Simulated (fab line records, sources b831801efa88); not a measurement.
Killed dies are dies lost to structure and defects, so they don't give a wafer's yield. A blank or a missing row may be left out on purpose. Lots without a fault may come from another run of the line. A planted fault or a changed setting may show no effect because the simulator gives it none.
fab line records | flow sky130
record lots=12 wafers=36 last_day=50
route steps=708 shown VT_ADJUST_HVTP@92 LDD_LDN@296 VIA3@587 PAD_OPEN@708
lots that met no fault: from a run of the same line without faults
start_h: hours from the record's first day to the start of the lot's first wafer shown | wait_h: hours since the lot's step before | " the same as in the row above | L1.1+2: a row that stands for several wafers | - no value, or no start given | * or withheld: withheld | < > ~ a bound
route shown NAME@n: a module of which the file shows steps, and the number in the route of the first | usual: mean/standard deviation of fault-free wafers | same: alike in all rows | chamber/n: place in a boat | sites: the reading at each site | _std_site: their standard deviation | _edge_site: outer sites' mean less inner sites' | radius_mm: how far each site lies from the wafer's centre | mask NAME#n: copy n | behind: the tool/chamber that last shaped the wafer | hold: why the lot was held/for how many hours/how that ended | device: the transistor (n, p or np) that didn't switch | end of line: the same wafers' tests at the end of the route | a step without rows: its recipe alone | killed: dies lost to structure and defects at the first sort, not the wafer's yield | map: a wafer's dies, x killed, . not, _ none there
set.NAME: the setting as run; set.NAME@STEP: as run at that earlier step | model.NAME: the simulator's own value behind a step, which no gauge read
steps of the route over a sample of lots; a table a step, a row a wafer
services: from which hour (start_h, from the record's first day; less than 0 if before it) a tool's chamber was out of use, for how many hours, and why
## steps
# step SKY_VT_ADJUST_HVTP_CD_MEAS_07
# recipe target_cd_nm=380
# usual cd_nm=380.1/2.6
# columns lot.wafer tool chamber start_h wait_h cd_nm
L210.1 cd_sem-01 - 123.64 0.1 379.8
L210.3 " - " " 380.5
L210.6 " - " " 375.1
L211.2 cd_sem-01 - 127.82 0.1 375.1
L211.3 " - " " 377.6
L211.4 " - " " 376.9
L213.2 cd_sem-01 - 143.96 0.1 381.3
L213.3 " - " " 385.5
L213.6 " - " " 382.4
L214.3 cd_sem-01 - 148.43 0.1 382.7
L214.4 " - " " 381.8
L214.6 " - " " 381.5
L223.3 cd_sem-01 - 203.03 0.1 374.8
L223.5 " - " " 372.8
L223.6 " - " " 373.9
L227.1 cd_sem-01 - 228.14 0.1 379.7
L227.5 " - " " 380.8
L227.6 " - " " 379.0
L228.4 cd_sem-01 - 231.60 0.1 378.4
L228.5 " - " " 381.8
L228.6 " - " " 379.3
L229.1 cd_sem-02 - 239.33 0.1 382.4
L229.2 " - " " 384.5
L229.6 " - " " 383.1
L230.1 cd_sem-01 - 246.63 0.1 379.2
L230.2 " - " " 379.4
L230.5 " - " " 380.7
L231.3 cd_sem-02 - 252.53 0.1 383.7
L231.4 " - " " 383.1
L231.6 " - " " 381.8
L232.2 cd_sem-01 - 264.31 0.1 379.4
L232.3 " - " " 380.7
L232.5 " - " " 377.2
L233.1 cd_sem-02 - 267.74 0.1 379.2
L233.2 " - " " 378.2
L233.3 " - " " 380.4
# step SKY_VT_ADJUST_HVTP_TW_MEAS_11
# usual VT_ADJUST_HVTP_TW=1357/6.7
# columns lot.wafer tool chamber start_h wait_h VT_ADJUST_HVTP_TW
L210.1 film_metro-02 - 124.05 0.1 1361
L210.3 " - " " 1362
L210.6 " - " " 1367
L211.2 film_metro-03 - 128.21 0.1 1350
L211.3 " - " " 1360
L211.4 " - " " 1362
L213.2 film_metro-01 - 144.36 0.1 1358
L213.3 " - " " 1359
L213.6 " - " " 1359
L214.3 film_metro-03 - 148.82 0.1 1359
L214.4 " - " " 1367
L214.6 " - " " 1371
L223.3 film_metro-01 - 203.48 0.1 1359
L223.5 " - " " 1353
L223.6 " - " " 1363
L227.1 film_metro-02 - 228.55 0.1 1347
L227.5 " - " " 1357
L227.6 " - " " 1348
L228.4 film_metro-02 - 231.97 0.1 1349
L228.5 " - " " 1344
L228.6 " - " " 1346
L229.1 film_metro-02 - 239.73 0.1 1351
L229.2 " - " " 1347
L229.6 " - " " 1348
L230.1 film_metro-02 - 247.03 0.1 1371
L230.2 " - " " 1364
L230.5 " - " " 1362
L231.3 film_metro-01 - 252.91 0.1 1360
L231.4 " - " " 1354
L231.6 " - " " 1356
L232.2 film_metro-03 - 264.71 0.1 1354
L232.3 " - " " 1352
L232.5 " - " " 1349
L233.1 film_metro-01 - 268.14 0.1 1367
L233.2 " - " " 1356
L233.3 " - " " 1357
# step SKY_LDD_LDN_OVL_MEAS_07
# usual LDD_LDN_OVL=0.1/1.5
# columns lot.wafer tool chamber start_h wait_h LDD_LDN_OVL[nm]
L210.1 overlay-01 - 528.29 0.1 0.7
L210.3 " - " " 3.4
L210.6 " - " " 1.8
L211.2 overlay-01 - 539.34 0.1 -2.4
L211.3 " - " " -3.3
L211.4 " - " " -4.7
L213.2 overlay-01 - 555.89 0.1 -0.3
L213.3 " - " " 0.3
L213.6 " - " " 0.8
L214.3 overlay-02 - 559.10 0.1 1.7
L214.4 " - " " 0.1
L214.6 " - " " 2.7
L223.3 overlay-01 - 633.45 0.1 -2.2
L223.5 " - " " -3.3
L223.6 " - " " 1.0
L227.1 overlay-02 - 667.39 0.1 -0.6
L227.5 " - " " -0.4
L227.6 " - " " 0.3
L228.4 overlay-01 - 670.65 0.1 2.0
L228.5 " - " " 0.0
L228.6 " - " " 0.2
L229.1 overlay-01 - 683.64 0.1 0.0
L229.2 " - " " -0.1
L229.6 " - " " 0.2
L230.1 overlay-01 - 689.74 0.1 -1.2
L230.2 " - " " -0.6
L230.5 " - " " -0.9
L231.3 overlay-01 - 698.14 0.1 -1.1
L231.4 " - " " -1.4
L231.6 " - " " 0.4
L232.2 overlay-01 - 714.39 0.1 -0.1
L232.3 " - " " -0.3
L232.5 " - " " 1.3
L233.1 overlay-02 - 717.54 0.1 0.8
L233.2 " - " " 0.3
L233.3 " - " " 1.2
# step SKY_VIA3_ETCH_14
# recipe chemistry=N2/H2 target=BARC ion_energy_ev=200 source_w=500 bias_w=100 pressure_mtorr=30 n2_flow_sccm=100 h2_flow_sccm=200 stop_on=SiO2 time_s=45.9 target_depth_a=600
# usual bias_w=99.99/0.28 drypump_motor_current_A=5.6/0.42 oes_product_au=0.856/0.0046 throttle_valve_pct=13.225/0.0087
# columns lot.wafer tool chamber start_h wait_h bias_w drypump_motor_current_A oes_product_au rf_hours_counter_h throttle_valve_pct
L210.1 rie_diel-04 3 928.64 0.0 99.83 6.0 0.857 10 13.235
L210.3 " 2 " " 99.80 5.3 0.859 10 13.229
L210.6 " 0 " " 99.91 5.2 0.856 - 13.239
L211.2 rie_diel-04 0 936.99 0.0 100.11 5.3 0.858 11 13.221
L211.3 " 1 " " 99.97 5.7 0.858 8 13.225
L211.4 " 3 " " 99.91 6.0 0.859 10 13.223
L213.2 rie_diel-03 0 950.39 0.0 100.01 5.7 0.862 1 13.226
L213.3 " 3 " " 99.92 6.5 0.852 20 13.236
L213.6 " 3 " " 100.32 6.5 0.862 - 13.218
L214.3 rie_diel-03 0 954.39 0.0 89.88 5.7 0.851 1 13.225
L214.4 " 2 " " 100.44 5.4 0.852 16 13.220
L214.6 " 0 " " 89.86 5.7 0.861 - 13.213
L223.3 rie_diel-04 1 1015.49 0.0 99.45 5.8 0.859 12 13.245
L223.5 " 0 " " 100.31 5.3 0.851 - 13.231
L223.6 " 1 " " 99.28 5.8 0.856 - 13.216
L227.1 rie_diel-02 0 1042.79 0.0 100.20 5.3 0.863 8 13.240
L227.5 " 1 " " 100.10 5.5 0.848 - 13.232
L227.6 " 0 " " 100.90 5.3 0.862 - 13.224
L228.4 rie_diel-03 2 1046.68 0.0 100.72 5.4 0.860 18 13.233
L228.5 " 3 " " 100.31 6.5 0.858 - 13.211
L228.6 " 2 " " 100.11 5.4 0.857 - 13.230
L229.1 rie_diel-04 1 1054.45 0.0 100.41 5.7 0.858 12 13.217
L229.2 " 3 " " 100.30 6.0 0.861 14 13.226
L229.6 " 2 " " 99.98 5.3 0.864 - 13.213
L230.1 rie_diel-03 0 1060.33 0.0 99.84 5.7 0.855 4 13.213
L230.2 " 2 " " 99.35 5.4 0.849 19 13.215
L230.5 " 3 " " 99.79 6.5 0.863 - 13.229
L231.3 rie_diel-02 0 1067.05 0.0 99.99 5.2 0.864 9 13.218
L231.4 " 3 " " 99.60 5.2 0.860 23 13.216
L231.6 " 0 " " 99.74 5.2 0.858 - 13.204
L232.2 rie_diel-02 0 1082.53 0.0 99.96 5.2 0.855 9 13.231
L232.3 " 1 " " 100.18 5.5 0.861 14 13.233
L232.5 " 1 " " 99.76 5.5 0.858 - 13.236
L233.1 rie_diel-04 3 1082.70 0.0 100.03 6.0 0.856 15 13.214
L233.2 " 0 " " 99.28 5.3 0.858 16 13.219
L233.3 " 1 " " 100.07 5.8 0.850 14 13.221
# step SKY_PAD_OPEN_PROBE_99
# usual defect_limited_yield=82.6/1.9 killed_at_M0_to_M3=43/7.7 killed_at_M4_up=2.9/1.7 killed_at_contacts=24/5.5 killed_at_front_end=15/4 killed_at_other=0.4/0.66 killed_dies=86/9.4 killed_open=47/6.7 killed_short=38/6.2 sort_bin_3_pad_short=0.8/0.42 sort_bin_5_function=10.3/1.5 sort_bin_6_memory=6.4/1.1 sort_n_pass=406/9.4 sort_yield_pct=82.6/1.9
# same gross_dies=492 killed_at_back_side=0 sort_bin_4_leakage[%]=0 sort_bin_8_speed[%]=0
# columns lot.wafer tool chamber start_h wait_h defect_limited_yield[%] killed_at_M0_to_M3 killed_at_M4_up killed_at_contacts killed_at_front_end killed_at_other killed_dies killed_open killed_short sort_bin_3_pad_short[%] sort_bin_5_function[%] sort_bin_6_memory[%] sort_n_pass sort_yield_pct[%]
L210.1 prober-02 - 1074.31 0.1 82.9 46 1 16 20 1 84 39 44 0.6 10.6 5.9 408 82.9
L210.3 prober-02 - 1074.41 0.2 81.5 53 2 16 19 1 91 50 41 0.6 12.4 5.5 401 81.5
L210.6 prober-02 - 1074.56 0.2 82.3 47 4 16 19 1 87 48 35 0.6 12.6 4.5 405 82.3
L214.3 prober-02 - 1096.25 0.2 81.5 38 2 28 23 0 91 45 46 0.8 11.2 6.5 401 81.5
L214.4 prober-02 - 1096.30 0.2 81.7 48 3 21 18 0 90 45 44 0.8 11.2 6.3 402 81.7
L214.6 prober-02 - 1096.40 0.2 84.3 27 3 32 14 1 77 34 43 0.6 7.3 7.7 415 84.3
L223.3 prober-01 - 1150.52 0.2 83.1 42 3 27 11 0 83 44 39 1.2 9.1 6.5 409 83.1
L223.5 prober-01 - 1150.62 0.2 82.7 46 1 23 13 2 85 54 31 1.0 9.6 6.7 407 82.7
L223.6 prober-01 - 1150.67 0.2 80.7 56 8 21 9 1 95 48 47 1.0 11.6 6.7 397 80.7
L230.1 prober-02 - 1183.67 0.1 84.6 33 3 20 20 0 76 43 32 0.4 9.8 5.3 416 84.6
L230.2 prober-02 - 1183.72 0.1 84.6 43 4 18 11 0 76 38 36 1.4 8.5 5.5 416 84.6
L230.5 prober-02 - 1183.87 0.2 82.1 42 1 27 17 1 88 45 43 1.2 9.1 7.5 404 82.1
# killed by level:class
L210.1 VIA1:geometric_particle:open=10 VIA1:geometric_particle:short=8 VIA2:geometric_particle:open=8 METAL1:geometric_particle:short=7 LOCAL_INTERCONNECT:geometric_particle:short=5 POLY_GATE:geometric_particle:open=4 POLY_GATE:geometric_particle:short=4 CONTACT:geometric_particle:open=4
L210.3 VIA1:geometric_particle:open=14 VIA1:geometric_particle:short=8 METAL3:geometric_particle:short=8 FIELD_ISO:geometric_particle:open=6 VIA2:geometric_particle:open=6 VIA3:geometric_particle:open=5 LI_CONTACT:geometric_particle:open=5 CONTACT:geometric_particle:open=5
L210.6 VIA1:geometric_particle:open=12 VIA2:geometric_particle:open=7 CONTACT:geometric_particle:open=7 VIA3:geometric_particle:open=6 SPACER:geometric_particle:open=5 LI_CONTACT:geometric_particle:open=5 METAL1:geometric_particle:short=5 METAL2:geometric_particle:short=4
L214.3 FIELD_ISO:geometric_particle:open=10 METAL2:geometric_particle:short=8 LI_CONTACT:geometric_particle:short=8 LI_CONTACT:geometric_particle:open=7 FIELD_ISO:geometric_particle:short=6 CONTACT:geometric_particle:open=6 LOCAL_INTERCONNECT:geometric_particle:short=5 VIA3:geometric_particle:short=5
L214.4 VIA1:geometric_particle:open=10 VIA2:geometric_particle:open=8 CONTACT:geometric_particle:open=7 VIA1:geometric_particle:short=6 FIELD_ISO:geometric_particle:open=5 LI_CONTACT:geometric_particle:open=5 METAL1:geometric_particle:short=5 METAL2:geometric_particle:short=5
L214.6 LOCAL_INTERCONNECT:geometric_particle:short=10 CONTACT:geometric_particle:open=9 VIA3:geometric_particle:open=9 FIELD_ISO:geometric_particle:short=7 LI_CONTACT:geometric_particle:open=5 CONTACT:geometric_particle:short=4 METAL2:geometric_particle:short=4 FIELD_ISO:geometric_particle:open=3
L223.3 CONTACT:geometric_particle:open=15 VIA3:geometric_particle:open=8 METAL2:geometric_particle:short=7 VIA1:geometric_particle:open=6 LI_CONTACT:geometric_particle:open=5 CONTACT:geometric_particle:short=5 FIELD_ISO:geometric_particle:short=4 METAL1:geometric_particle:short=4
L223.5 VIA3:geometric_particle:open=11 VIA1:geometric_particle:open=10 LI_CONTACT:geometric_particle:open=9 CONTACT:geometric_particle:open=8 VIA1:geometric_particle:short=8 VIA2:geometric_particle:open=7 FIELD_ISO:geometric_particle:short=3 POLY_GATE:geometric_particle:short=3
L223.6 VIA1:geometric_particle:open=11 VIA1:geometric_particle:short=9 LI_CONTACT:geometric_particle:open=8 METAL2:geometric_particle:short=7 CONTACT:geometric_particle:open=7 VIA3:geometric_particle:open=7 METAL4:geometric_particle:short=6 VIA2:geometric_particle:open=5
L230.1 CONTACT:geometric_particle:open=11 FIELD_ISO:geometric_particle:short=7 VIA3:geometric_particle:open=6 VIA1:geometric_particle:open=6 POLY_GATE:geometric_particle:open=4 VIA2:geometric_particle:open=4 FIELD_ISO:geometric_particle:open=3 POLY_GATE:geometric_particle:short=3
L230.2 VIA1:geometric_particle:open=16 CONTACT:geometric_particle:open=8 METAL1:geometric_particle:short=5 VIA1:geometric_particle:short=5 FIELD_ISO:geometric_particle:short=4 METAL2:geometric_particle:short=4 POLY_GATE:geometric_particle:short=3 LI_CONTACT:geometric_particle:short=3
L230.5 VIA1:geometric_particle:open=10 VIA2:geometric_particle:open=8 CONTACT:geometric_particle:short=7 VIA1:geometric_particle:short=7 CONTACT:geometric_particle:open=6 LI_CONTACT:geometric_particle:short=6 LI_CONTACT:geometric_particle:open=6 VIA3:geometric_particle:open=6
## services
# columns tool chamber start_h hours kind
rie_diel-03 1 909.86 4.5 repair
rie_diel-03 0 919.37 7.1 repair
rie_diel-02 0 932.67 7.7 repair
rie_diel-02 3 946.91 17.9 repair
rie_diel-02 2 956.37 7.5 repair
rie_diel-04 3 964.89 4.4 repair
rie_diel-04 0 968.39 3.0 repair
rie_diel-03 - 970.05 15.6 pm
rie_diel-04 0 978.14 6.9 repair
rie_diel-03 0 992.14 5.8 repair
rie_diel-04 1 1023.51 8.9 repair
rie_diel-02 - 1038.46 0.5 repair
rie_diel-02 - 1040.64 1.9 repair
rie_diel-03 3 1061.86 5.4 repair
rie_diel-04 2 1073.29 31.2 repair
rie_diel-03 2 1078.95 9.7 repair
## key
first_sign step=SKY_VIA3_ETCH_14 reading=bias_w direction=down sigmas=37 usual=99.99 struck=89.87
effect none on later readings
met_at SKY_VIA3_ETCH_14
struck_lots L214
struck_wafers L214.3,L214.6
not_acting_at SKY_VT_ADJUST_HVTP_CD_MEAS_07,SKY_VT_ADJUST_HVTP_TW_MEAS_11,SKY_LDD_LDN_OVL_MEAS_07
onset_between 950.39 954.39
fault kind=process_parameter_drift tool=rie_diel-03 chamber=0 onset_h=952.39 steps=SKY_VIA3_ETCH_14 channel=bias_w offset=-9.9128 shape=step end_h=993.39 acts_in=these_recipes_only stated=100
